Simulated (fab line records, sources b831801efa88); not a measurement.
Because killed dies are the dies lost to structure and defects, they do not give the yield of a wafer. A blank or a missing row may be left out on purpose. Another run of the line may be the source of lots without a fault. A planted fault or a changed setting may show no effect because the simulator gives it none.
Which tool was responsible? | flow gf180mcu | 7 lots, 21 wafers sampled, at 3 steps of a route of 602

## WHAT EACH GAUGE READ, for each wafer
GF_M3_CD_MEAS_14 targets a cd of 280 nm.
lot  | measured     | on        | cd_nm (nm)
L527 | day 21 18:29 | cd_sem-01 | 279.6 279.1 279.1
L537 | day 25 09:42 | cd_sem-02 | 279.3 278.8 279.3
L540 | day 26 07:27 | cd_sem-01 | 279.4 281.2 280.0
L542 | day 26 18:28 | cd_sem-02 | 278.8 279.4 279.1
L544 | day 27 13:10 | cd_sem-02 | 281.0 281.7 281.8
L547 | day 28 08:32 | cd_sem-02 | 280.8 280.5 280.8
L549 | day 28 20:15 | cd_sem-02 | 278.1 278.1 277.1

## TOOL THAT RAN EACH LOT (tool first, then ch and the chambers of the sampled wafers, then the start)
lot  | GF_V2_SPUTTER_22             | GF_M3_SPUTTER_00
L527 | pvd_sputter-04, day 20 17:02 | pvd_sputter-03, day 20 17:40
L537 | pvd_sputter-04, day 24 11:46 | pvd_sputter-01, day 24 12:24
L540 | pvd_sputter-03, day 25 10:04 | pvd_sputter-04, day 25 10:41
L542 | pvd_sputter-02, day 25 21:01 | pvd_sputter-03, day 25 21:39
L544 | pvd_sputter-03, day 26 15:58 | pvd_sputter-01, day 26 16:35
L547 | pvd_sputter-02, day 27 12:21 | pvd_sputter-01, day 27 12:59
L549 | pvd_sputter-04, day 28 00:02 | pvd_sputter-03, day 28 00:40
- GF_V2_SPUTTER_22: material TiN, target thk 10 nm, time 40 s.
- GF_M3_SPUTTER_00: material Ti, target thk 37.5 nm, time 150 s.

## THE ANSWER, worked out from the rows above alone
Rule: what is usual is taken from the lots themselves. Put in order of their means at a reading, lots are off if they are a third of the lots or fewer, leave a main group of 4 or more, and stand apart from it by a gap of 3 or more times the standard deviation of the main group's means; of several such gaps the widest counts. A main group is skipped when, at the precision printed for the reading in the tables above, its means are all equal. A lot without any number at a reading at which 4 lots or more have one is off too. Where the step has rows for the other lots, those lots are counted as sound.
None of the lots is off at any reading shown; this tells nothing.

## WHAT THE SIMULATOR PUT IN
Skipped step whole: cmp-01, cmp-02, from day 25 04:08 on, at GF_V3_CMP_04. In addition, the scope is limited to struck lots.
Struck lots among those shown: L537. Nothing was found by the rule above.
